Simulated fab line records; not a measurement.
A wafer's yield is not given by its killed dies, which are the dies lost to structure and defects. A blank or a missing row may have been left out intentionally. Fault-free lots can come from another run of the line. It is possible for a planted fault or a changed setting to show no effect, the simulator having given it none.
One fault through the eyes of 2 desks | flow gf180mcu | each desk holds nothing but its own numbers, with what lay behind them at the end

## THE METROLOGY DESK
Lot by lot, what the gauges showed, no matter which tool ran the lot: averages of those sampled wafers that carry a number. If a lot's mean is further than 4 standard deviations from the usual mean, the lot is out of limits and carries the mark OUT (the distance appears in the brackets).
Columns: A = HV_LDD_2_TW at GF_HV_LDD_TW_MEAS_23, usual 1055; B = cdNm at GF_HV_LDD_CD_MEAS_31, usual 399.9 nm; C = HV_LDD_02_OVL at GF_HV_LDD_OVL_MEAS_32, usual 0.2 nm
lot  | first seen here | A    | B     | C
L575 | day 11 10:46    | 1046 | 401.5 | 0.5
L577 | day 11 23:07    | 1068 | 400.9 | -0.3
L581 | day 13 07:11    | 1082 | 402.4 | -0.7
L582 | day 13 13:52    | 1084 | 403.5 | 1.4
L586 | day 15 02:09    | 1047 | 396.7 | 1.4
L595 | day 17 21:19    | 1078 | 401.6 | -2.3
Finding of this desk: none of the 6 lots has anything out of limits.

## FOR THE TOOL OWNER'S DESK: implanter-04
The tool's own readings at GF_HV_LDD_IMPLANT_33, given as means over the sampled wafers that have a number, one for each lot that went through this tool. If a lot's mean is further than 4 standard deviations from the usual mean, the lot is out of limits and carries the mark OUT (the distance appears in the brackets).
Columns: A = doseIonsCm2 at GF_HV_LDD_IMPLANT_33, usual 7.5e+12; B = faradayCurrentUA at GF_HV_LDD_IMPLANT_33, usual 42.3; C = rotationDeg at GF_HV_LDD_IMPLANT_33, usual 0.001 degrees
lot  | first seen here | A                         | B               | C
L575 | day 12 06:10    | 7.5e+12                   | 42.5            | 0.009
L582 | day 14 10:43    | 8.7e+12 (+99 or more) OUT | 48.6 (+7.4) OUT | -0.002
L586 | day 15 23:44    | 8.7e+12 (+99 or more) OUT | 47.8 (+6.4) OUT | -0.007
This desk finds L582, L586 out of limits, L582 being first, at day 14 10:43 (doseIonsCm2 at GF_HV_LDD_IMPLANT_33). Within limits: L575.

## PUT TOGETHER
On L582, L586, at day 14 10:43, an alarm was possible from the tool owner's desk.
The metrology desk saw nothing out of limits.
The metrology desk holds a record of L582, L586, inside its limits.
Of the lots named, all ran GF_HV_LDD_IMPLANT_33 on implanter-04.

## WHAT HAD BEEN PUT IN BY THE SIMULATOR
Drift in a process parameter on implanter-04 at GF_HV_LDD_IMPLANT_33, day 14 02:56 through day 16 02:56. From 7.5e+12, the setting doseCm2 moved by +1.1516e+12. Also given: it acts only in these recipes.
Lots struck among those shown: L582, L586.
Each desk's first reading out of limits, in hours after the fault started: the tool owner's desk, 8.
